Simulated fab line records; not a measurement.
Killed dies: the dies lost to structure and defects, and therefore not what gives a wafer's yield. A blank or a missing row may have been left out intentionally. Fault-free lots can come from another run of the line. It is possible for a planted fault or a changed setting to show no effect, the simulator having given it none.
Which tool was responsible? + flow gf180mcu + 45 wafers from 15 lots sampled at 5 of the route's 602 steps

WHAT THE GAUGES READ, wafer by wafer
GF_HV_LDD_TW_MEAS_23. Usual: HV_LDD_2_TW 1066, standard deviation 18.
| lot  | measured     | on            | HV_LDD_2_TW    | flag |
|------|--------------|---------------|----------------|------|
| L788 | day 11 08:23 | film metro-04 | 1056 1054 1050 |      |
| L789 | day 11 11:23 | film metro-04 | 1053 1047 1055 |      |
| L790 | day 11 19:46 | film metro-03 | 1085 1082 1084 |      |
| L791 | day 12 09:05 | film metro-03 | 1080 1088 1084 |      |
| L793 | day 12 23:17 | film metro-04 | 1057 1058 1058 |      |
| L794 | day 13 08:20 | film metro-03 | 1080 1077 1075 |      |
| L795 | day 13 08:26 | film metro-04 | 1057 1051 1057 |      |
| L797 | day 13 22:59 | film metro-01 | 1077 1079 1081 |      |
| L796 | day 13 23:31 | film metro-01 | 1086 1075 1079 |      |
| L800 | day 15 04:37 | film metro-03 | 1085 1081 1083 |      |
| L801 | day 15 07:08 | film metro-03 | 1080 1082 1086 |      |
| L802 | day 15 14:11 | film metro-04 | 1054 1057 1050 |      |
| L803 | day 15 19:23 | film metro-01 | 1080 1071 1069 |      |
| L807 | day 17 04:31 | film metro-04 | 1033 1035 1034 |      |
| L810 | day 18 08:11 | film metro-04 | 1034 1032 1037 |      |

GF_HV_LDD_THK_MEAS_55. Usual: HV_LDD_CVD_54_THK 9.96 nm, standard deviation 0.13.
| lot  | measured     | on            | HV_LDD_CVD_54_THK (nm)        | flag |
|------|--------------|---------------|-------------------------------|------|
| L788 | day 13 01:13 | film metro-01 | 10.00 10.08 9.99              |      |
| L789 | day 13 03:40 | film metro-03 | 10.13 10.13 10.10             |      |
| L790 | day 13 12:56 | film metro-03 | 9.76 9.95 9.84                |      |
| L791 | day 14 03:25 | film metro-03 | 9.84 9.84 10.01               |      |
| L793 | day 14 18:35 | film metro-04 | 9.84 9.95 9.87                |      |
| L794 | day 15 04:23 | film metro-04 | 10.10 9.93 10.13              |      |
| L795 | day 15 05:17 | film metro-01 | 9.94 9.94 9.91                |      |
| L797 | day 15 18:43 | film metro-04 | 10.01 9.88 9.94               |      |
| L796 | day 15 19:27 | film metro-04 | 9.80 9.73 9.72                |      |
| L800 | day 17 02:50 | film metro-04 | 9.88 9.83 9.93                |      |
| L801 | day 17 05:44 | film metro-03 | 9.84 9.93 9.84                |      |
| L802 | day 17 13:43 | film metro-04 | 8.64 8.58 8.72 8.60 8.57 8.75 | OFF  |
| L803 | day 17 18:47 | film metro-03 | 8.69 8.78 8.80 8.72 8.79 8.76 | OFF  |
| L807 | day 19 06:49 | film metro-03 | 8.95 8.94 8.84 8.95 8.97 8.84 | OFF  |
| L810 | day 20 10:24 | film metro-01 | 10.08 10.13 10.03             |      |

GF_PSD_CD_MEAS_07 targets a cd of 400 nm. Usual: cd nm at 399.8 nm, with a standard deviation of 2.4.
| lot  | measured     | on        | cd nm (nm)        | flag |
|------|--------------|-----------|-------------------|------|
| L788 | day 14 18:59 | cd sem-02 | 400.7 400.6 399.4 |      |
| L789 | day 14 22:30 | cd sem-01 | 397.8 396.5 397.4 |      |
| L790 | day 15 09:31 | cd sem-02 | 402.2 401.0 400.8 |      |
| L791 | day 15 23:54 | cd sem-01 | 401.0 399.3 397.8 |      |
| L793 | day 16 15:53 | cd sem-01 | 403.9 400.5 402.8 |      |
| L794 | day 17 02:25 | cd sem-02 | 394.6 394.1 396.6 |      |
| L795 | day 17 02:43 | cd sem-02 | 397.9 400.1 396.0 |      |
| L797 | day 17 17:41 | cd sem-01 | 401.4 398.7 401.3 |      |
| L796 | day 17 19:14 | cd sem-01 | 397.5 399.1 396.8 |      |
| L800 | day 19 02:52 | cd sem-02 | 402.6 399.9 400.8 |      |
| L801 | day 19 06:59 | cd sem-01 | 397.1 401.8 400.3 |      |
| L802 | day 19 15:14 | cd sem-02 | 399.1 399.8 399.2 |      |
| L803 | day 19 20:47 | cd sem-02 | 400.5 401.4 402.7 |      |
| L807 | day 21 09:46 | cd sem-02 | 400.1 396.4 398.8 |      |
| L810 | day 22 13:43 | cd sem-01 | 402.0 402.7 401.0 |      |

GF_PSD_OVL_MEAS_08. Usual: PSD_OVL 0.0 nm, standard deviation 1.3.
| lot  | measured     | on         | PSD_OVL (nm)   | flag |
|------|--------------|------------|----------------|------|
| L788 | day 14 19:06 | overlay-02 | -0.8 -0.9 0.6  |      |
| L789 | day 14 22:36 | overlay-01 | -0.4 -0.4 -0.4 |      |
| L790 | day 15 09:36 | overlay-02 | 0.6 -1.5 -0.2  |      |
| L791 | day 16 00:00 | overlay-02 | 1.2 1.8 1.4    |      |
| L793 | day 16 16:00 | overlay-02 | 1.0 -0.2 -0.1  |      |
| L794 | day 17 02:32 | overlay-01 | -0.5 0.6 0.7   |      |
| L795 | day 17 02:50 | overlay-01 | -2.7 -1.8 -1.1 |      |
| L797 | day 17 17:48 | overlay-01 | -0.5 0.7 -0.9  |      |
| L796 | day 17 19:21 | overlay-02 | 0.5 -0.6 -0.8  |      |
| L800 | day 19 02:59 | overlay-02 | -0.3 1.3 -0.1  |      |
| L801 | day 19 07:06 | overlay-02 | 1.6 -0.1 1.3   |      |
| L802 | day 19 15:21 | overlay-02 | 0.9 0.9 2.0    |      |
| L803 | day 19 20:54 | overlay-01 | 0.4 3.6 1.9    |      |
| L807 | day 21 09:53 | overlay-01 | -1.4 -2.0 0.3  |      |
| L810 | day 22 13:50 | overlay-01 | 0.2 1.0 -0.4   |      |

EACH LOT AND THE TOOL THAT RAN IT (in order: tool; ch and the chambers of the sampled wafers; start)
| lot  | GF_HV_LDD_CVD_54            |
|------|-----------------------------|
| L788 | lpcvd-02 ch 0, day 13 00:11 |
| L789 | lpcvd-02 ch 1, day 13 02:38 |
| L790 | lpcvd-01 ch 1, day 13 11:53 |
| L791 | lpcvd-01 ch 1, day 14 02:23 |
| L793 | lpcvd-01 ch 1, day 14 17:34 |
| L794 | lpcvd-01 ch 1, day 15 03:22 |
| L795 | lpcvd-02 ch 1, day 15 04:16 |
| L797 | lpcvd-02 ch 0, day 15 17:41 |
| L796 | lpcvd-01 ch 0, day 15 18:26 |
| L800 | lpcvd-01 ch 1, day 17 01:49 |
| L801 | lpcvd-01 ch 1, day 17 04:43 |
| L802 | lpcvd-02 ch 0, day 17 12:41 |
| L803 | lpcvd-02 ch 0, day 17 17:46 |
| L807 | lpcvd-02 ch 0, day 19 05:17 |
| L810 | lpcvd-01 ch 0, day 20 09:22 |
- GF_HV_LDD_CVD_54: deposits SiO2 from TEOS, target thk 10 nm, time 75 s.

WHAT THE TOOLS THEMSELVES READ (means of the sampled wafers that have a number; where no wafer has one, the mark that the record gives instead)
The record holds no such reading with a usual standard deviation.

THE ANSWER, worked out from the rows above alone
Rule: a lot is off if the mean of its wafers that have a number lies more than 3 standard deviations from the usual mean. A lot without any number at a reading at which 4 lots or more have one is off too. The other lots that the step has rows for count as sound. The gauges are gone through in route order, then the tools' own readings, and for those a lot's mean is taken as printed above. At the first step where some lot is off, the reading lying furthest off is the one used; lots without a number count as furthest.
Off: L802, L803, L807, seen at GF_HV_LDD_THK_MEAS_55 (HV_LDD_CVD_54_THK).
A tool fits if, at a process step before that reading, it ran every lot that is off, and no sound lot after the first of them. The gauges at GF_HV_LDD_THK_MEAS_55 are tried like those tools. One fits: GF_HV_LDD_CVD_54 on lpcvd-02. Its last sound lot is L797 (day 15 17:41), its first lot that is off L802 (day 17 12:41): a fault that began between those two fits.

WHAT THE SIMULATOR HAD INSERTED
Site profile drift: lpcvd-02, from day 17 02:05 on, at GF_HV_LDD_CVD_54. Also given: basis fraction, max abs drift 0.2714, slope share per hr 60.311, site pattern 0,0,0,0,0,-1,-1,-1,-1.
Struck lots among those shown: L802, L803, L807. The rule above reached the same finding.
